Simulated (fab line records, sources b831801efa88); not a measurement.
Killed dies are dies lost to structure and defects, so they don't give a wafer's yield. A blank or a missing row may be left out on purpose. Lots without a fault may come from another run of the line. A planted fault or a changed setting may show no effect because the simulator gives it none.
fab line records | flow sky130
record lots=7 wafers=21 last_day=50
route steps=708 shown METAL1@446 VIA1@458 PAD_OPEN@708
lots that met no fault: from a run of the same line without faults
start_h: hours from the record's first day to the start of the lot's first wafer shown | wait_h: hours since the lot's step before | " the same as in the row above | L1.1+2: a row that stands for several wafers | - no value, or no start given | * or withheld: withheld | < > ~ a bound
route shown NAME@n: a module of which the file shows steps, and the number in the route of the first | usual: mean/standard deviation of fault-free wafers | same: alike in all rows | chamber/n: place in a boat | sites: the reading at each site | _std_site: their standard deviation | _edge_site: outer sites' mean less inner sites' | radius_mm: how far each site lies from the wafer's centre | mask NAME#n: copy n | behind: the tool/chamber that last shaped the wafer | hold: why the lot was held/for how many hours/how that ended | device: the transistor (n, p or np) that didn't switch | end of line: the same wafers' tests at the end of the route | a step without rows: its recipe alone | killed: dies lost to structure and defects at the first sort, not the wafer's yield | map: a wafer's dies, x killed, . not, _ none there
set.NAME: the setting as run; set.NAME@STEP: as run at that earlier step | model.NAME: the simulator's own value behind a step, which no gauge read
lots at some steps of the route; a table a step, a row a wafer
services: from which hour (start_h, from the record's first day; less than 0 if before it) a tool's chamber was out of use, for how many hours, and why
## steps
# step SKY_METAL1_EXPOSE_12
# recipe mask_id=MM1 na=0.8 source_shape=annular sigma_inner=0.55 sigma_outer=0.85 target_cd_nm=140 dose_mj=28
# step SKY_METAL1_PEB_13
# recipe peb_temp_c=withheld peb_time_s=withheld resist=KrF-thick
# step SKY_METAL1_DEVELOP_14
# recipe develop_time_s=60 resist=KrF-thick dev_temp_c=21
# step SKY_METAL1_CD_MEAS_15
# recipe target_cd_nm=140
# usual cd_nm=139.8/1.5
# columns lot.wafer tool chamber start_h wait_h cd_nm
L183.1 cd_sem-02 - 819.81 - 140.3
L183.2 " - " " 140.6
L183.5 " - " " 141.4
L185.2 cd_sem-01 - 834.70 - 139.3
L185.5 " - " " 138.7
L185.6 " - " " 138.2
L192.1 cd_sem-01 - 888.98 - 140.9
L192.4 " - " " 137.3
L192.5 " - " " 137.8
L193.2 cd_sem-02 - 895.70 - 139.7
L193.3 " - " " 141.2
L193.4 " - " " 140.9
L194.1 cd_sem-02 - 905.14 - 138.1
L194.3 " - " " 138.9
L194.4 " - " " 136.2
L197.1 cd_sem-01 - 919.23 - 142.4
L197.3 " - " " 141.2
L197.5 " - " " 140.0
L199.2 cd_sem-02 - 933.20 - 139.5
L199.3 " - " " 139.8
L199.6 " - " " 139.1
# step SKY_METAL1_OVL_MEAS_16
# usual METAL1_OVL=-2/6.5
# columns lot.wafer tool chamber start_h wait_h METAL1_OVL[nm]
L183.1 overlay-01 - 819.93 0.1 0
L183.2 " - " " -4
L183.5 " - " " 2
L185.2 overlay-01 - 834.80 0.1 -3
L185.5 " - " " -9
L185.6 " - " " 2
L192.1 overlay-02 - 889.10 0.1 -10
L192.4 " - " " -8
L192.5 " - " " -10
L193.2 overlay-01 - 895.80 0.1 -3
L193.3 " - " " 0
L193.4 " - " " -11
L194.1 overlay-02 - 905.26 0.1 -3
L194.3 " - " " 3
L194.4 " - " " 7
L197.1 overlay-01 - 919.35 0.1 4
L197.3 " - " " -1
L197.5 " - " " 5
L199.2 overlay-02 - 933.30 0.1 3
L199.3 " - " " -4
L199.6 " - " " 2
# step SKY_METAL1_DESCUM_17
# recipe chemistry=O2 source_power_w=150 bias_power_w=0 pressure_mtorr=10 temp_c=40 time_s=8
# usual drypump_motor_current_A=5.7/0.41 oes_product_au=1.003/0.0096
# columns lot.wafer tool chamber start_h wait_h drypump_motor_current_A oes_product_au rf_hours_counter_h
L183.1 rie_metal-04 1 819.96 0.0 5.7 1.002 15
L183.2 " 0 " " 6.1 1.006 4
L183.5 " 1 " " 5.7 1.011 -
L185.2 rie_metal-02 1 834.83 0.0 5.8 1.011 14
L185.5 " 1 " " 5.8 1.005 -
L185.6 " 0 " " 5.0 1.013 -
L192.1 rie_metal-03 1 889.13 0.0 5.5 1.021 15
L192.4 " 0 " " 6.2 1.007 -
L192.5 " 1 " " 5.5 1.024 -
L193.2 rie_metal-02 0 895.84 0.0 5.0 1.003 -
L193.3 " 0 " " 5.0 1.007 -
L193.4 " 0 " " 5.0 0.996 -
L194.1 rie_metal-04 1 905.29 0.0 5.7 0.990 3
L194.3 " 1 " " 5.7 0.995 -
L194.4 " 0 " " 6.1 1.010 -
L197.1 rie_metal-02 1 919.38 0.0 5.7 0.977 0
L197.3 " 0 " " 5.0 1.003 -
L197.5 " 1 " " 5.8 0.989 -
L199.2 rie_metal-04 0 933.33 0.0 6.1 1.007 9
L199.3 " 1 " " 5.7 0.994 -
L199.6 " 0 " " 6.1 1.003 -
# step SKY_METAL1_ETCH_18
# recipe chemistry=N2/H2 target=BARC ion_energy_ev=200 bias_w=100 pressure_mtorr=30 n2_flow_sccm=100 h2_flow_sccm=200 icp_w=500 stop_on=SiO2 time_s=45.9 target_depth_a=600
# usual bias_w=100.0/0.32 drypump_motor_current_A=5.7/0.41 n2_flow_sccm=100.00/0.28 oes_product_au=0.855/0.0044 throttle_valve_pct=13.225/0.0098
# columns lot.wafer tool chamber start_h wait_h bias_w drypump_motor_current_A n2_flow_sccm oes_product_au rf_hours_counter_h throttle_valve_pct
L183.1 rie_metal-04 1 820.00 0.0 100.0 5.7 99.41 0.853 15 13.218
L183.2 " 0 " " 99.9 6.1 99.40 0.852 4 13.235
L183.5 " 1 " " 99.9 5.7 99.83 0.862 - 13.210
L185.2 rie_metal-02 1 834.87 0.0 100.4 5.8 100.03 0.861 14 13.229
L185.5 " 1 " " 100.2 5.8 100.01 0.857 - 13.239
L185.6 " 0 " " 100.0 5.0 100.05 0.856 - 13.223
L192.1 rie_metal-03 1 889.17 0.0 100.1 5.5 99.90 0.854 15 13.223
L192.4 " 0 " " 100.8 6.2 100.15 0.853 - 13.220
L192.5 " 1 " " 99.8 5.5 100.31 0.856 - 13.231
L193.2 rie_metal-02 0 895.92 0.1 99.7 5.0 99.56 0.863 - 13.233
L193.3 " 0 " " 100.1 5.0 99.90 0.860 - 13.219
L193.4 " 0 " " 99.9 5.0 99.79 0.854 - 13.221
L194.1 rie_metal-04 1 905.33 0.0 100.2 5.7 100.38 0.856 3 13.228
L194.3 " 1 " " 99.9 5.7 100.01 0.855 - 13.202
L194.4 " 0 " " 100.6 6.1 99.77 0.848 - 13.228
L197.1 rie_metal-02 1 919.42 0.0 99.8 5.8 100.36 0.849 0 13.234
L197.3 " 0 " " 100.2 5.0 100.04 0.854 - 13.242
L197.5 " 1 " " 99.7 5.8 100.41 0.850 - 13.231
L199.2 rie_metal-04 0 933.37 0.0 99.9 6.1 99.45 0.854 9 13.223
L199.3 " 1 " " 99.4 5.7 100.10 0.847 - 13.220
L199.6 " 0 " " 99.9 6.1 100.28 0.851 - 13.222
# step SKY_METAL1_METAL_ETCH_19
# recipe target_depth_a=3600 stop_on=SiO2 over_etch_frac=0.3 time_s=78 chemistry=Cl2/BCl3 resist_sidewall_deg=88 pressure_mtorr=10 icp_w=900 bias_w=48.5 Cl2_flow_sccm=60 bcl3_flow_sccm=30
# usual bias_w=48.50/0.13 drypump_motor_current_A=5.7/0.41 oes_product_au=0.853/0.0065 throttle_valve_pct=22.264/0.0091
# columns lot.wafer tool chamber start_h wait_h bias_w drypump_motor_current_A oes_product_au rf_hours_counter_h throttle_valve_pct
L183.1 rie_metal-04 1 820.06 0.0 48.65 5.7 0.853 15 22.268
L183.2 " 0 " " 48.59 6.1 0.851 4 22.273
L183.5 " 1 " " 48.46 5.7 0.849 - 22.262
L185.2 rie_metal-02 1 834.93 0.0 48.56 5.8 0.840 14 22.270
L185.5 " 1 " " 48.63 5.8 0.866 - 22.264
L185.6 " 0 " " 48.57 5.0 0.856 - 22.250
L192.1 rie_metal-03 1 889.23 0.0 48.77 5.5 0.856 15 22.263
L192.4 " 0 " " 48.58 6.2 0.865 - 22.270
L192.5 " 1 " " 48.57 5.5 0.856 - 22.282
L193.2 rie_metal-02 0 896.05 0.1 48.45 5.0 0.844 - 22.273
L193.3 " 0 " " 48.38 5.0 0.848 - 22.266
L193.4 " 0 " " 48.61 5.0 0.849 - 22.274
L194.1 rie_metal-04 1 905.39 0.0 48.20 5.7 0.848 3 22.254
L194.3 " 1 " " 48.52 5.7 0.840 - 22.264
L194.4 " 0 " " 48.61 6.1 0.845 - 22.253
L197.1 rie_metal-02 1 919.48 0.0 48.69 5.8 0.851 0 22.259
L197.3 " 0 " " 48.61 5.0 0.853 - 22.261
L197.5 " 1 " " 48.49 5.8 0.853 - 22.258
L199.2 rie_metal-04 0 933.43 0.0 48.45 6.1 0.860 9 22.276
L199.3 " 1 " " 48.22 5.7 0.867 - 22.286
L199.6 " 0 " " 48.45 6.1 0.859 - 22.272
# step SKY_METAL1_STRIP_20
# recipe chemistry=O2/N2 power_w=1400 pressure_mtorr=1500 platen_temp_c=withheld o2_flow_sccm=3000 n2_flow_sccm=300 overash_fraction=0.5
# usual drypump_motor_current_A=5.9/0.4 n2_flow_sccm=300.1/0.83 oes_product_au=0.342/0.0052 strip_time_to_endpoint_s=2.68/0.05
# columns lot.wafer tool chamber start_h wait_h drypump_motor_current_A n2_flow_sccm oes_product_au rf_hours_counter_h strip_time_to_endpoint_s
L183.1 plasma_asher-03 1 820.15 0.1 5.8 299.8 0.340 90 2.66
L183.2 " 0 " " 6.3 301.5 0.339 90 2.69
L183.5 " 0 " " 6.3 299.9 0.332 - 2.62
L185.2 plasma_asher-03 0 835.02 0.1 6.3 300.8 0.345 92 2.68
L185.5 " 1 " " 5.8 299.8 0.338 - 2.61
L185.6 " 0 " " 6.3 301.1 0.344 - 2.65
L192.1 plasma_asher-03 1 889.32 0.1 5.8 300.0 0.335 99 2.59
L192.4 " 1 " " 5.8 301.3 0.344 - 2.69
L192.5 " 1 " " 5.8 300.2 0.336 - 2.61
L193.2 plasma_asher-01 0 896.20 0.1 6.1 298.9 0.344 74 2.71
L193.3 " 0 " " 6.1 299.2 0.346 - 2.67
L193.4 " 1 " " 5.4 300.5 0.334 - 2.68
L194.1 plasma_asher-04 1 905.48 0.1 6.3 298.8 0.349 20 2.78
L194.3 " 1 " " 6.3 299.0 0.342 - 2.74
L194.4 " 0 " " 5.4 299.5 0.342 - 2.70
L197.1 plasma_asher-01 1 919.57 0.1 5.5 299.6 0.346 76 2.77
L197.3 " 0 " " 6.1 299.5 0.341 - 2.67
L197.5 " 1 " " 5.4 300.6 0.344 - 2.75
L199.2 plasma_asher-04 0 933.52 0.1 5.4 299.1 0.349 23 2.67
L199.3 " 1 " " 6.3 300.1 0.337 - 2.77
L199.6 " 1 " " 6.3 301.5 0.344 - 2.66
# step SKY_METAL1_STRIP_21
# recipe chemistry=post_etch_residue_remover time_s=1200 temp_c=72.5
# step SKY_METAL1_CLEAN_22
# recipe chemistry=IPA time_s=180 temp_c=25
# step SKY_METAL1_CLEAN_23
# recipe chemistry=O3/DIW dry=n2_spin
# step SKY_VIA1_HDPCVD_00
# recipe material=SiO2 target_thk_nm=1030 sigma_open_frac=0.3 time_s=171.7 temp_c=400 sih4_flow_sccm=60 pressure_mtorr=6
# usual run_length_s=199.4/0.42
# columns lot.wafer tool chamber start_h wait_h run_length_s model.SiO2_of_VIA1_HDPCVD_00.thk_nm
L183.1 hdpcvd-01 2 820.78 0.0 199.4 1029
L183.2 " 0 " " 198.4 1008
L183.5 " 0 " " 199.3 1020
L185.2 hdpcvd-02 0 835.65 0.0 199.2 1016
L185.5 " 1 " " 199.7 1004
L185.6 " 0 " " 199.7 1022
L192.1 hdpcvd-02 1 889.94 0.0 189.5 963.3
L192.4 " 1 " " 189.9 953.6
L192.5 " 0 " " 189.4 965.9
L193.2 hdpcvd-02 0 896.81 0.0 189.5 956.6
L193.3 " 2 " " 189.0 959.1
L193.4 " 0 " " 189.4 965.8
L194.1 hdpcvd-02 2 906.08 0.0 188.7 964.2
L194.3 " 1 " " 189.5 960.2
L194.4 " 0 " " 189.1 963.8
L197.1 hdpcvd-01 2 920.16 0.0 199.8 1039
L197.3 " 1 " " 199.4 1038
L197.5 " 0 " " 198.8 1035
L199.2 hdpcvd-01 1 934.19 0.0 199.4 1032
L199.3 " 0 " " 198.6 1024
L199.6 " 1 " " 199.3 1033
# step SKY_VIA1_THK_MEAS_01
# recipe reads=SiO2_of_VIA1_HDPCVD_00
# usual VIA1_HDPCVD_THK=1022/9.9
# columns lot.wafer tool chamber start_h wait_h VIA1_HDPCVD_THK[nm]
L183.1 film_metro-02 - 820.89 0.1 1029
L183.2 " - " " 1008
L183.5 " - " " 1020
L185.2 film_metro-03 - 835.79 0.1 1017
L185.5 " - " " 1004
L185.6 " - " " 1022
L192.1 film_metro-04 - 890.05 0.1 963
L192.4 " - " " 953
L192.5 " - " " 966
L193.2 film_metro-04 - 896.93 0.1 958
L193.3 " - " " 959
L193.4 " - " " 966
L194.1 film_metro-03 - 906.19 0.1 964
L194.3 " - " " 960
L194.4 " - " " 964
L197.1 film_metro-02 - 920.27 0.1 1039
L197.3 " - " " 1038
L197.5 " - " " 1036
L199.2 film_metro-02 - 934.31 0.1 1032
L199.3 " - " " 1025
L199.6 " - " " 1034
# step SKY_VIA1_CMP_02
# recipe material=SiO2 down_force_psi=4 platen_rpm=60 pad_velocity_m_s=0.94248
# usual motor_current_A=11.9/0.5
# columns lot.wafer tool chamber start_h wait_h motor_current_A
L183.2 cmp-01 3 821.00 0.1 12.4
L183.1 " 1 " " 11.9
L183.5 " 3 " " 11.9
L185.2 cmp-01 3 835.94 0.1 13.1
L185.5 " 1 " " 12.6
L185.6 " 2 " " 11.2
L192.4 cmp-02 0 890.35 0.3 11.3
L192.1 " 1 " " 12.2
L192.5 " 3 " " 11.9
L193.4 cmp-02 1 896.98 0.0 10.8
L193.2 " 3 " " 11.6
L193.3 " 0 " " 11.5
L194.4 cmp-01 1 906.37 0.1 12.3
L194.1 " 3 " " 12.9
L194.3 " 0 " " 12.5
L197.1 cmp-02 3 920.33 0.1 12.3
L197.3 " 2 " " 12.0
L197.5 " 3 " " 12.5
L199.3 cmp-02 1 934.41 0.1 11.2
L199.2 " 3 " " 12.8
L199.6 " 0 " " 11.9
# step SKY_PAD_OPEN_PROBE_99
# usual defect_limited_yield=82.6/1.8 killed_at_M0_to_M3=43/6.6 killed_at_M4_up=3.4/1.8 killed_at_contacts=24/4.9 killed_at_front_end=15/4.1 killed_at_other=0.3/0.55 killed_dies=85/8.8 killed_on_rim=17/3.7 killed_open=46/6.1 killed_short=39/5.7 sort_bin_3_pad_short=0.9/0.41 sort_bin_5_function=10.1/1.5 sort_bin_6_memory=6.4/1 sort_n_pass=407/8.8 sort_yield_pct=82.6/1.8
# same gross_dies=492 killed_at_back_side=0 sort_bin_4_leakage[%]=0 sort_bin_8_speed[%]=0
# columns lot.wafer tool chamber start_h wait_h defect_limited_yield[%] killed_at_M0_to_M3 killed_at_M4_up killed_at_contacts killed_at_front_end killed_at_other killed_dies killed_on_rim killed_open killed_short sort_bin_3_pad_short[%] sort_bin_5_function[%] sort_bin_6_memory[%] sort_n_pass sort_yield_pct[%]
L183.1 prober-01 - 1121.72 0.1 81.5 46 4 27 13 1 91 19 49 39 0.6 11.4 6.5 401 81.5
L183.2 prober-01 - 1121.77 0.1 81.3 47 2 30 13 0 92 21 45 45 1.0 10.4 7.3 400 81.3
L183.5 prober-01 - 1121.92 0.2 82.9 48 1 27 8 0 84 16 41 43 1.0 9.8 6.3 408 82.9
L185.2 prober-01 - 1131.55 0.1 83.7 37 4 20 19 0 80 13 50 30 1.0 10.6 4.7 412 83.7
L185.5 prober-01 - 1131.70 0.2 83.5 37 4 26 14 0 81 15 42 39 0.8 9.6 6.1 411 83.5
L185.6 prober-01 - 1131.75 0.2 82.5 38 6 24 17 1 86 20 45 41 0.6 11.0 5.9 406 82.5
L192.1 prober-02 - 1167.93 0.1 84.1 45 6 14 13 0 78 13 36 42 0.8 8.7 6.3 414 84.1
L192.4 prober-02 - 1168.08 0.2 83.5 36 3 26 16 0 81 16 43 38 1.0 8.7 6.7 411 83.5
L192.5 prober-02 - 1168.13 0.2 82.5 44 2 26 14 0 86 13 42 44 1.6 9.3 6.5 406 82.5
L193.2 prober-01 - 1174.45 0.1 84.6 39 1 20 16 0 76 21 38 38 0.4 9.1 5.9 416 84.6
L193.3 prober-01 - 1174.50 0.2 82.7 37 5 22 20 1 85 19 51 34 0.8 11.6 4.9 407 82.7
L193.4 prober-01 - 1174.55 0.2 80.7 47 4 27 17 0 95 22 51 42 2.2 9.8 7.3 397 80.7
L194.1 prober-02 - 1182.01 0.1 79.9 47 5 24 23 0 99 21 61 37 0.6 11.6 7.9 393 79.9
L194.3 prober-02 - 1182.11 0.2 83.9 39 2 27 11 0 79 10 43 35 0.8 10.4 4.9 413 83.9
L194.4 prober-02 - 1182.16 0.2 81.3 50 1 27 14 0 92 12 50 41 1.4 10.6 6.7 400 81.3
L197.1 prober-01 - 1188.28 0.1 83.1 48 3 18 13 1 83 13 43 40 1.0 11.4 4.5 409 83.1
L197.3 prober-01 - 1188.38 0.2 82.5 49 3 12 20 2 86 17 47 39 0.6 8.9 7.9 406 82.5
L197.5 prober-01 - 1188.48 0.2 83.5 44 4 15 17 1 81 11 44 37 1.0 9.3 6.1 411 83.5
L199.2 prober-01 - 1199.71 0.1 81.7 37 3 26 24 0 90 19 47 43 0.6 11.0 6.7 402 81.7
L199.3 prober-01 - 1199.76 0.2 82.3 39 3 28 16 1 87 20 46 41 1.4 10.6 5.7 405 82.3
L199.6 prober-01 - 1199.91 0.2 83.3 39 1 32 10 0 82 17 38 44 1.2 9.6 5.9 410 83.3
# killed by level:class
L183.1 CONTACT:geometric_particle:open=9 LI_CONTACT:geometric_particle:open=8 VIA1:geometric_particle:open=8 VIA1:geometric_particle:short=7 VIA2:geometric_particle:open=7 LOCAL_INTERCONNECT:geometric_particle:short=6 METAL1:geometric_particle:short=6 METAL2:geometric_particle:open=4
L183.2 VIA1:geometric_particle:open=14 LI_CONTACT:geometric_particle:open=8 CONTACT:geometric_particle:short=8 CONTACT:geometric_particle:open=8 VIA2:geometric_particle:open=7 METAL1:geometric_particle:short=5 VIA1:geometric_particle:short=5 VIA3:geometric_particle:open=5
L183.5 CONTACT:geometric_particle:open=12 METAL2:geometric_particle:short=7 VIA1:geometric_particle:open=7 VIA1:geometric_particle:short=6 LI_CONTACT:geometric_particle:open=6 VIA3:geometric_particle:open=6 METAL1:geometric_particle:short=6 LOCAL_INTERCONNECT:geometric_particle:short=5
L185.2 VIA1:geometric_particle:open=14 CONTACT:geometric_particle:open=10 POLY_GATE:geometric_particle:open=5 LOCAL_INTERCONNECT:geometric_particle:short=5 VIA3:geometric_particle:open=5 FIELD_ISO:geometric_particle:short=4 LI_CONTACT:geometric_particle:open=4 VIA1:geometric_particle:short=4
L185.5 CONTACT:geometric_particle:open=9 VIA3:geometric_particle:open=7 FIELD_ISO:geometric_particle:short=6 METAL1:geometric_particle:short=6 VIA2:geometric_particle:open=6 VIA1:geometric_particle:open=5 POLY_GATE:geometric_particle:open=4 LI_CONTACT:geometric_particle:open=4
L185.6 VIA1:geometric_particle:open=10 METAL1:geometric_particle:short=8 CONTACT:geometric_particle:open=8 VIA3:geometric_particle:open=6 POLY_GATE:geometric_particle:open=5 POLY_GATE:geometric_particle:short=5 LOCAL_INTERCONNECT:geometric_particle:short=5 CONTACT:geometric_particle:short=5
L192.1 METAL1:geometric_particle:short=9 METAL2:geometric_particle:short=6 VIA1:geometric_particle:open=6 VIA1:geometric_particle:short=6 VIA2:geometric_particle:open=6 POLY_GATE:geometric_particle:short=5 LI_CONTACT:geometric_particle:open=4 CONTACT:geometric_particle:open=4
L192.4 CONTACT:geometric_particle:open=10 VIA1:geometric_particle:open=7 POLY_GATE:geometric_particle:open=6 LI_CONTACT:geometric_particle:open=5 VIA2:geometric_particle:open=5 LI_CONTACT:geometric_particle:short=4 CONTACT:geometric_particle:short=4 METAL1:geometric_particle:short=4
L192.5 LI_CONTACT:geometric_particle:open=11 METAL1:geometric_particle:short=8 VIA3:geometric_particle:open=7 POLY_GATE:geometric_particle:open=6 LOCAL_INTERCONNECT:geometric_particle:short=6 VIA1:geometric_particle:short=6 VIA2:geometric_particle:open=6 VIA1:geometric_particle:open=4
L193.2 CONTACT:geometric_particle:open=11 VIA1:geometric_particle:open=8 FIELD_ISO:geometric_particle:short=7 VIA2:geometric_particle:open=5 METAL1:geometric_particle:short=5 VIA3:geometric_particle:open=4 METAL2:geometric_particle:short=4 VIA2:geometric_particle:short=4
L193.3 VIA1:geometric_particle:open=10 CONTACT:geometric_particle:open=9 FIELD_ISO:geometric_particle:short=7 VIA2:geometric_particle:open=7 LI_CONTACT:geometric_particle:open=6 CONTACT:geometric_particle:short=5 VIA3:geometric_particle:open=5 FIELD_ISO:geometric_particle:open=4
L193.4 VIA2:geometric_particle:open=11 VIA1:geometric_particle:open=10 CONTACT:geometric_particle:open=10 LOCAL_INTERCONNECT:geometric_particle:short=6 CONTACT:geometric_particle:short=6 METAL3:geometric_particle:short=6 LI_CONTACT:geometric_particle:open=5 FIELD_ISO:geometric_particle:open=4
L194.1 CONTACT:geometric_particle:open=11 VIA3:geometric_particle:open=9 VIA2:geometric_particle:open=8 POLY_GATE:geometric_particle:open=6 LI_CONTACT:geometric_particle:open=6 METAL1:geometric_particle:short=6 VIA1:geometric_particle:open=6 METAL4:geometric_particle:short=5
L194.3 VIA1:geometric_particle:open=15 CONTACT:geometric_particle:open=9 LOCAL_INTERCONNECT:geometric_particle:short=5 METAL2:geometric_particle:short=5 VIA1:geometric_particle:short=4 POLY_GATE:geometric_particle:short=4 LI_CONTACT:geometric_particle:short=4 METAL1:geometric_particle:short=4
L194.4 CONTACT:geometric_particle:open=13 METAL1:geometric_particle:short=8 VIA1:geometric_particle:open=7 VIA2:geometric_particle:short=7 VIA2:geometric_particle:open=6 LOCAL_INTERCONNECT:geometric_particle:short=5 METAL1:geometric_particle:open=5 VIA1:geometric_particle:short=5
L197.1 VIA1:geometric_particle:open=11 METAL2:geometric_particle:short=8 POLY_GATE:geometric_particle:open=7 VIA1:geometric_particle:short=6 CONTACT:geometric_particle:open=6 CONTACT:geometric_particle:short=5 VIA2:geometric_particle:open=5 VIA3:geometric_particle:open=5
L197.3 VIA3:geometric_particle:open=11 METAL2:geometric_particle:short=10 VIA2:geometric_particle:open=9 VIA1:geometric_particle:open=7 FIELD_ISO:geometric_particle:open=5 FIELD_ISO:geometric_particle:short=5 CONTACT:geometric_particle:open=5 METAL3:geometric_particle:short=4
L197.5 VIA1:geometric_particle:open=11 VIA2:geometric_particle:open=8 FIELD_ISO:geometric_particle:open=5 FIELD_ISO:geometric_particle:short=5 LI_CONTACT:geometric_particle:open=5 METAL1:geometric_particle:short=5 CONTACT:geometric_particle:short=5 VIA2:geometric_particle:short=5
L199.2 CONTACT:geometric_particle:open=9 VIA3:geometric_particle:open=7 VIA1:geometric_particle:open=7 FIELD_ISO:geometric_particle:short=6 POLY_GATE:geometric_particle:short=6 VIA2:geometric_particle:open=6 FIELD_ISO:geometric_particle:open=5 POLY_GATE:geometric_particle:open=5
L199.3 VIA2:geometric_particle:open=12 LI_CONTACT:geometric_particle:open=10 VIA1:geometric_particle:open=7 FIELD_ISO:geometric_particle:short=6 LOCAL_INTERCONNECT:geometric_particle:short=6 METAL1:geometric_particle:short=5 CONTACT:geometric_particle:open=5 VIA1:geometric_particle:short=5
L199.6 CONTACT:geometric_particle:open=8 VIA1:geometric_particle:open=7 LI_CONTACT:geometric_particle:short=6 LOCAL_INTERCONNECT:geometric_particle:short=6 CONTACT:geometric_particle:short=6 METAL1:geometric_particle:short=6 LI_CONTACT:geometric_particle:open=5 METAL2:geometric_particle:short=5
## services
# columns tool chamber start_h hours kind
cmp-02 - 811.79 1.1 repair
plasma_asher-01 - 814.61 38.1 repair
rie_metal-04 1 823.37 - clean
rie_metal-04 1 823.37 19.4 scheduled_down
rie_metal-04 1 823.37 19.4 vent_cycle
hdpcvd-02 - 836.44 6.0 pm
plasma_asher-01 - 839.12 10.7 repair
cmp-02 - 847.62 1.6 repair
hdpcvd-01 - 851.92 0.5 repair
hdpcvd-01 1 854.85 3.5 repair
cmp-01 - 859.46 7.1 pm
plasma_asher-01 - 860.32 8.4 repair
plasma_asher-01 - 871.00 14.6 pm
cmp-01 - 875.06 2.2 repair
cmp-01 - 887.08 1.1 repair
rie_metal-02 1 891.73 - clean
rie_metal-02 1 891.73 24.0 scheduled_down
rie_metal-02 1 891.73 24.0 vent_cycle
rie_metal-03 - 894.80 14.6 pm
rie_metal-03 1 910.44 - clean
cmp-01 - 911.38 8.2 repair
plasma_asher-03 - 914.57 0.8 repair
rie_metal-03 0 918.42 1.0 repair
cmp-01 - 919.58 4.0 pm
## key
first_sign step=SKY_VIA1_HDPCVD_00 reading=run_length_s direction=down sigmas=24 usual=* struck=*
effect step=SKY_VIA1_THK_MEAS_01 reading=VIA1_HDPCVD_THK direction=down sigmas=6.1 usual=1022 struck=962
model_effect step=SKY_VIA1_HDPCVD_00 value=SiO2_of_VIA1_HDPCVD_00.thk_nm without=1022 struck=961.4
met_at SKY_VIA1_HDPCVD_00
struck_wafers L192.1,L192.4,L192.5,L193.2,L193.3,L193.4,L194.1,L194.3,L194.4
onset_between 835.65 889.94
fault kind=process_parameter_drift tool=hdpcvd-02 chamber=- onset_h=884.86 steps=SKY_VIA1_HDPCVD_00 channel=time_s offset=* shape=step end_h=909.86 acts_in=* stated=*
